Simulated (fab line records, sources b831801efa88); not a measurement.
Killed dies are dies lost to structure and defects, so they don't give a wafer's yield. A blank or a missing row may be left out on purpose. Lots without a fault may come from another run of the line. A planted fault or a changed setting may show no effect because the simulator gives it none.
A struck lot beside a sound one | flow sky130 | 43 steps out of a route of 708
Sound: wafers L358.1, L358.4, L358.6. Struck: wafer L374.2. (L374.1, L374.3 of the same lot were not struck and are left out.) The cause comes at the end.
At each step with rows: each side's tool, then ch and its chambers, then its first start. Under that, the readings that differ: sound wafers | struck wafers | difference of the means | sigmas: that difference in standard deviations of wafers without a fault.
alike: readings whose means differ by less than 2 such deviations, and words and numbers that are the same on both sides. not compared: withheld readings, readings that some wafer has no value for, bounds like >300 that may hide the same value, and numbers for which the record gives no deviation and whose values overlap.
The two part at a step that has a row with sigmas, a row that says differs or no value, or rows on one side only. Numbers that don't overlap but have no deviation are shown without sigmas and don't part them. A reading that every wafer of one side lacks parts them only if that side has two wafers or more.

first, 1 step without rows for these wafers: SKY_METAL1_DEVELOP_14 (develop time 60 s).
SKY_METAL1_CD_MEAS_15: target cd 140 nm.
  sound on cd_sem-01, day 33 07:49; struck on cd_sem-02, day 38 00:15
  alike: cd_nm
SKY_METAL1_OVL_MEAS_16:
  sound on overlay-01, day 33 07:56; struck on overlay-02, day 38 00:22
  alike: METAL1_OVL
SKY_METAL1_DESCUM_17: chemistry O2, time 8 s.
  sound on rie_metal-02 ch 0,1, day 33 07:58; struck on rie_metal-02 ch 0, day 38 00:25
  alike: drypump_motor_current_A, oes_product_au, rf_fwd_power_W
  not compared: rf_hours_counter_h
SKY_METAL1_ETCH_18: etches BARC in N2/H2, stops on SiO2, time 45.9 s, target depth 60 nm.
  sound on rie_metal-02 ch 0,1, day 33 08:01; struck on rie_metal-02 ch 0, day 38 00:26
  alike: drypump_motor_current_A, oes_product_au, rf_fwd_power_W, throttle_valve_pct
  not compared: rf_hours_counter_h
then, 6 steps without rows for these wafers: SKY_METAL1_METAL_ETCH_19 (etches the open film in Cl2/BCl3, stops on SiO2, target depth 360 nm, time 78 s); SKY_METAL1_STRIP_20 (strips in O2/N2); SKY_METAL1_STRIP_21 (strips in post etch residue remover, time 1200 s); SKY_METAL1_CLEAN_22 (cleans in IPA, time 180 s); SKY_METAL1_CLEAN_23 (cleans in O3/DIW); SKY_VIA1_HDPCVD_00 (deposits SiO2, target thk 1030 nm, time 171.7 s).
SKY_VIA1_THK_MEAS_01:
  sound on film_metro-03, day 33 08:56; struck on film_metro-01, day 38 01:38
  alike: VIA1_HDPCVD_THK
SKY_VIA1_CMP_02: polishes SiO2.
  sound on cmp-01 ch 0,2,3, day 33 09:02; struck on cmp-01 ch 0, day 38 01:42
  alike: motor_current_A
SKY_VIA1_BOW_MEAS_03:
  sound on film_metro-03, day 33 09:17; struck on film_metro-04, day 38 02:00
  alike: VIA1_BOW
then, 8 steps without rows for these wafers: SKY_VIA1_DEHYDRATE_04 (time 60 s); SKY_VIA1_HMDS_05 (prime time 60 s); SKY_VIA1_COAT_06 (resist thk 60 nm); SKY_VIA1_COAT_07 (resist thk 457.1 nm); SKY_VIA1_SOFTBAKE_08 (time 90 s); SKY_VIA1_EXPOSE_09 (exposes mask VIM, target cd 150 nm); SKY_VIA1_PEB_10; SKY_VIA1_DEVELOP_11 (develop time 60 s).
SKY_VIA1_CD_MEAS_12: target cd 150 nm.
  sound on cd_sem-01, day 34 12:03; struck on cd_sem-02, day 39 02:48
  alike: cd_nm
SKY_VIA1_OVL_MEAS_13:
  sound on overlay-01, day 34 12:10; struck on overlay-02, day 39 02:55
  alike: VIA1_OVL
SKY_VIA1_ETCH_14: etches BARC in N2/H2, stops on SiO2, time 45.9 s, target depth 60 nm.
  sound on rie_diel-04 ch 0,1,2, day 34 12:13; struck on rie_diel-04 ch 3, day 39 02:58
  alike: drypump_motor_current_A, oes_product_au, rf_fwd_power_W, throttle_valve_pct
  not compared: rf_hours_counter_h
then, 1 step without rows for these wafers: SKY_VIA1_ETCH_15 (etches SiO2 in C4F8/O2/Ar, stops on TiN, target depth 351 nm, time 54 s).
SKY_VIA1_STRIP_16: strips in O2/N2.
  sound on plasma_asher-03 ch 1, day 34 12:18; struck on plasma_asher-01 ch 0, day 39 03:03
  alike: drypump_motor_current_A, oes_product_au, strip_time_to_endpoint_s
  not compared: rf_hours_counter_h
then, 4 steps without rows for these wafers: SKY_VIA1_STRIP_17 (strips in post etch residue remover, time 1200 s); SKY_VIA1_CLEAN_18 (cleans in IPA, time 180 s); SKY_VIA1_CLEAN_19 (cleans in O3/DIW); SKY_VIA1_SPUTTER_20 (material TiN, target thk 20 nm, time 80 s).
SKY_VIA1_CVD_21: deposits W, target thk 270 nm, time 80.902 s.
  sound on cvd_w-01 ch 1, day 34 12:58; struck on cvd_w-01 ch 1, day 39 03:43
  alike: heater_power_w
SKY_VIA1_RS_MEAS_22: measures by four-point-probe.
  sound on film_metro-01, day 34 13:03; struck on film_metro-04, day 39 03:48
  alike: VIA1_W_RS
SKY_VIA1_THK_MEAS_23: measures by xrf.
  sound on film_metro-01, day 34 13:10; struck on film_metro-04, day 39 03:55
  alike: VIA1_W_THK
then, 6 steps without rows for these wafers: SKY_VIA1_CMP_24 (polishes, stops on SiO2, t overpolish 15 s, target thk 0 nm); SKY_METAL2_SPUTTER_00 (material Ti, target thk 15 nm, time 10 s); SKY_METAL2_SPUTTER_01 (material TiN, target thk 20 nm, time 16.7 s); SKY_METAL2_SPUTTER_02 (material AlCu, target thk 250 nm, time 13.3 s); SKY_METAL2_SPUTTER_03 (material Ti, target thk 5 nm, time 3.3 s); SKY_METAL2_SPUTTER_04 (material TiN, target thk 70 nm, time 58.3 s).
SKY_METAL2_RS_MEAS_05: measures by four-point-probe.
  sound on film_metro-02, day 34 13:50; struck on film_metro-04, day 39 04:26
  alike: METAL2_ALCU_RS
SKY_METAL2_THK_MEAS_06: measures by xrf.
  sound on film_metro-02, day 34 13:57; struck on film_metro-04, day 39 04:34
  alike: METAL2_ALCU_THK
-- the record jumps here: 10 days lie between the struck wafers' starts before and after (it left off in module METAL2 and takes up again in module PAD_OPEN, whose first step shown is number 708 of the route) --
SKY_PAD_OPEN_PROBE_99:
  sound on prober-01, day 46 05:25; struck on prober-02, day 49 15:35
  reading                               | sound             | struck | difference | sigmas
  defect_limited_yield (%)              | 80.1 79.1 80.5    | 55.1   | -24.8      | -12
  killed_at_M0_to_M3                    | 51 40 40          | 179    | +135       | +19
  killed_dies                           | 98 103 96         | 221    | +122       | +12
  killed_on_rim                         | 17 17 19          | 47     | +29        | +8
  killed_open                           | 57 64 54          | 38     | -20        | -3
  sort_bin_3_pad_short (%)              | 0.8 1.2 1.4       | 2.8    | +1.7       | +4
  sort_bin_5_function (%)               | 13.4 11.8 10.4    | 28.5   | +16.6      | +10
  sort_bin_6_memory (%)                 | 5.7 7.9 7.7       | 13.6   | +6.5       | +6
  sort_n_pass                           | 394 389 396       | 271    | -122       | -12
  sort_yield_pct (%)                    | 80.1 79.1 80.5    | 55.1   | -24.8      | -12
  model.etest.tester.sort_n_pass        | 394 389 396       | 271    | -122       |
  model.etest.tester.sort_yield_pct (%) | 80.08 79.06 80.49 | 55.08  | -24.80     |
  model.etest.tester.sort_bin_5_pct (%) | 13.41 11.79 10.37 | 28.46  | +16.60     |
  model.etest.tester.sort_bin_6_pct (%) | 5.691 7.927 7.724 | 13.62  | +6.51      |
  model.etest.tester.sort_bin_3_pct (%) | 0.813 1.22 1.423  | 2.846  | +1.694     |
  alike: killed_at_M4_up, killed_at_contacts, killed_at_front_end, killed_at_other, killed_short

WHERE THEY PART
Only at SKY_PAD_OPEN_PROBE_99, within this record.

WHY: what the simulator had put in
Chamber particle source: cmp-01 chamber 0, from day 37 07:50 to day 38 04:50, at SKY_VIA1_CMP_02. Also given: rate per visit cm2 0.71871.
